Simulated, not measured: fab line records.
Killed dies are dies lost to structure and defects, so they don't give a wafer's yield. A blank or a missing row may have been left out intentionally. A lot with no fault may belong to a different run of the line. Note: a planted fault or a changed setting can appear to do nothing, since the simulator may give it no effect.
Which of the tools did it? -- flow sky130 -- 10 lots with 30 wafers sampled at 4 steps, on a route of 708 steps

## WHAT THE GAUGES READ, wafer by wafer
SKY_VIA3_RS_MEAS_22: uses a four-point probe to measure. Usual: VIA3_W_RS typically reads 0.2952 ohm/sq, with standard deviation 0.0028.
lot,measured,on,VIA3_W_RS (ohm/sq),flag
L695,day 39 11:22,film metro-03,0.2914 0.2953 0.2900,
L697,day 40 05:22,film metro-04,0.2959 0.2965 0.2989,
L704,day 42 05:50,film metro-03,0.2970 0.2986 0.2945,
L707,day 43 07:29,film metro-03,0.2954 0.2924 0.2899,
L710,day 43 21:42,film metro-04,0.2903 0.2944 0.2989,
L711,day 44 07:59,film metro-03,0.2935 0.2955 0.2946,
L712,day 44 19:35,film metro-03,0.2958 0.2979 0.2947,
L715,day 45 08:56,film metro-02,0.2917 0.2929 0.2957,
L716,day 45 09:55,film metro-04,0.2986 0.2968 0.2914,
L718,day 45 16:57,film metro-03,0.2987 0.2936 0.3004,

## TOOL THAT RAN EACH LOT (tool first, then ch and the chambers of the sampled wafers, then the start)
lot,SKY_METAL3_METAL_ETCH_18,SKY_VIA3_ETCH_15,SKY_VIA3_STRIP_16
L695,"rie metal-03 ch 0,1, day 38 08:07","rie diel-04 ch 1,3, day 39 10:27","plasma asher-02 ch 0,1, day 39 10:32"
L697,"rie metal-02 ch 0,1, day 39 02:49","rie diel-02 ch 0,1,2, day 40 04:29","plasma asher-03 ch 0,1, day 40 04:35"
L704,"rie metal-02 ch 0,1, day 41 02:44","rie diel-02 ch 2,3, day 42 04:57","plasma asher-03 ch 0,1, day 42 05:02"
L707,"rie metal-04 ch 1, day 42 05:25","rie diel-02 ch 2,3, day 43 06:33","plasma asher-02 ch 0,1, day 43 06:37"
L710,"rie metal-04 ch 0,1, day 42 19:44","rie diel-02 ch 0,2,3, day 43 20:47","plasma asher-02 ch 0,1, day 43 20:52"
L711,"rie metal-04 ch 0,1, day 43 06:19","rie diel-02 ch 0,1,3, day 44 07:09","plasma asher-01 ch 0,1, day 44 07:13"
L712,"rie metal-04 ch 0,1, day 43 18:52","rie diel-04 ch 0,1,3, day 44 18:44","plasma asher-02 ch 0,1, day 44 18:47"
L715,"rie metal-02 ch 0,1, day 44 08:42","rie diel-01 ch 1,2, day 45 08:06","plasma asher-03 ch 0,1, day 45 08:10"
L716,"rie metal-02 ch 0,1, day 44 09:21","rie diel-04 ch 0,1,2, day 45 09:03","plasma asher-03 ch 1, day 45 09:07"
L718,"rie metal-03 ch 0,1, day 44 17:06","rie diel-04 ch 2,3, day 45 16:05","plasma asher-03 ch 0,1, day 45 16:09"
- SKY_METAL3_METAL_ETCH_18: etches the open film in Cl2/BCl3, stops on SiO2, target depth 845 nm, time 183.1 s.
- SKY_VIA3_ETCH_15: etches SiO2 in C4F8/O2/Ar, stops on TiN, target depth 507 nm, time 78 s.
- SKY_VIA3_STRIP_16: strips in O2/N2.

## AS READ BY THE TOOLS THEMSELVES (means over the sampled wafers that have a number; for cases with no such wafer, the mark the record gives instead)
SKY_METAL3_METAL_ETCH_18. Usual: bias w 48.51 W, standard deviation 0.13; chamber pressure mTorr 10.000 mTorr, standard deviation 0.0087; drypump motor current A 5.7 A, standard deviation 0.44; oes product au 0.865 a.u., standard deviation 0.006; run length s 211.5 s, standard deviation 0.53; throttle valve pct 22.264 %, standard deviation 0.0083.
lot,tool,bias w (W),chamber pressure mTorr (mTorr),drypump motor current A (A),oes product au (a.u.),run length s (s),throttle valve pct (%),flag
L695,rie metal-03,48.49,10.002,5.1,0.866,211.9,22.261,
L697,rie metal-02,48.53,9.999,5.9,0.873,211.3,22.264,
L704,rie metal-02,48.42,10.004,5.9,0.865,211.2,22.263,
L707,rie metal-04,48.63,10.010,5.7,0.864,211.8,22.270,
L710,rie metal-04,48.37,9.998,5.9,0.865,212.1,22.261,
L711,rie metal-04,48.56,10.001,6.1,0.866,211.8,22.263,
L712,rie metal-04,48.49,10.002,5.9,0.856,211.8,22.264,
L715,rie metal-02,48.49,10.002,5.9,0.869,211.6,22.255,
L716,rie metal-02,48.37,10.003,5.7,0.867,211.2,22.266,
L718,rie metal-03,48.54,10.003,5.1,0.865,212.3,22.263,

SKY_VIA3_ETCH_15. Usual: bias w 1200 W, standard deviation 3.9; chamber pressure mTorr 40.00 mTorr, standard deviation 0.036; oes product au 0.946 a.u., standard deviation 0.0047; run length s 106.3 s, standard deviation 0.46.
lot,tool,bias w (W),chamber pressure mTorr (mTorr),oes product au (a.u.),run length s (s),flag
L695,rie diel-04,1198,39.96,0.944,106.6,
L697,rie diel-02,1199,40.00,0.944,106.8,
L704,rie diel-02,1201,40.00,0.944,107.2,
L707,rie diel-02,1198,40.00,0.942,106.9,
L710,rie diel-02,1204,40.00,0.962,102.8,OFF
L711,rie diel-02,1200,39.98,0.959,102.9,OFF
L712,rie diel-04,1197,40.03,0.945,106.2,
L715,rie diel-01,1198,39.99,0.942,105.9,
L716,rie diel-04,1200,40.01,0.948,106.1,
L718,rie diel-04,1201,40.01,0.944,106.3,

SKY_VIA3_STRIP_16. Usual: chamber pressure mTorr 1499.8 mTorr, standard deviation 1.3; drypump motor current A 5.9 A, standard deviation 0.43; oes product au 0.402 a.u., standard deviation 0.0045; strip time to endpoint s 4.126 s, standard deviation 0.022.
lot,tool,chamber pressure mTorr (mTorr),drypump motor current A (A),oes product au (a.u.),strip time to endpoint s (s),flag
L695,plasma asher-02,1499.7,5.7,0.406,4.118,
L697,plasma asher-03,1500.5,5.9,0.402,4.115,
L704,plasma asher-03,1500.5,5.7,0.407,4.136,
L707,plasma asher-02,1501.0,5.7,0.396,4.144,
L710,plasma asher-02,1499.0,5.9,0.403,4.197,OFF
L711,plasma asher-01,1498.4,6.4,0.401,4.211,OFF
L712,plasma asher-02,1500.5,5.7,0.404,4.136,
L715,plasma asher-03,1501.5,5.9,0.401,4.167,
L716,plasma asher-03,1498.4,5.5,0.407,4.120,
L718,plasma asher-03,1500.4,5.9,0.400,4.105,

## THE ANSWER, worked out from the rows above alone
Rule: take the mean of a lot's wafers that have a number; if it is more than 3 standard deviations from the usual mean, the lot is off. A lot without any number at a reading at which 4 lots or more have one is off too. All remaining lots with rows at the step are treated as sound. Order of review: gauges by route order, followed by the tools' own readings, for which a lot's mean as printed above is used. At the first step where some lot is off, the reading lying furthest off is the one used; lots without a number count as furthest.
Off at SKY_VIA3_ETCH_15 (run length s): L710, L711.
If a tool, at that step or one of the process steps before it, ran each lot that is off and ran no sound lot following the first of them, it fits. One candidate fits, namely rie diel-02 at SKY_VIA3_ETCH_15. A fault onset in the window from L707 (day 43 06:33, its last sound lot) to L710 (day 43 20:47, its first lot off) fits.
The tool's own readings at SKY_VIA3_ETCH_15 bear it out: on the lots that are off they differ by more than 5 times the standard deviation of the sound lots' means. oes product au reads 0.960 a.u. there against 0.944 a.u. on the sound lots; run length s reads 102.8 s there against 106.5 s on the sound lots.

## WHAT THE SIMULATOR PUT IN
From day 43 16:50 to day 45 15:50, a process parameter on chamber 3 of rie diel-02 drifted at SKY_VIA3_ETCH_15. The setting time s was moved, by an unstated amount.
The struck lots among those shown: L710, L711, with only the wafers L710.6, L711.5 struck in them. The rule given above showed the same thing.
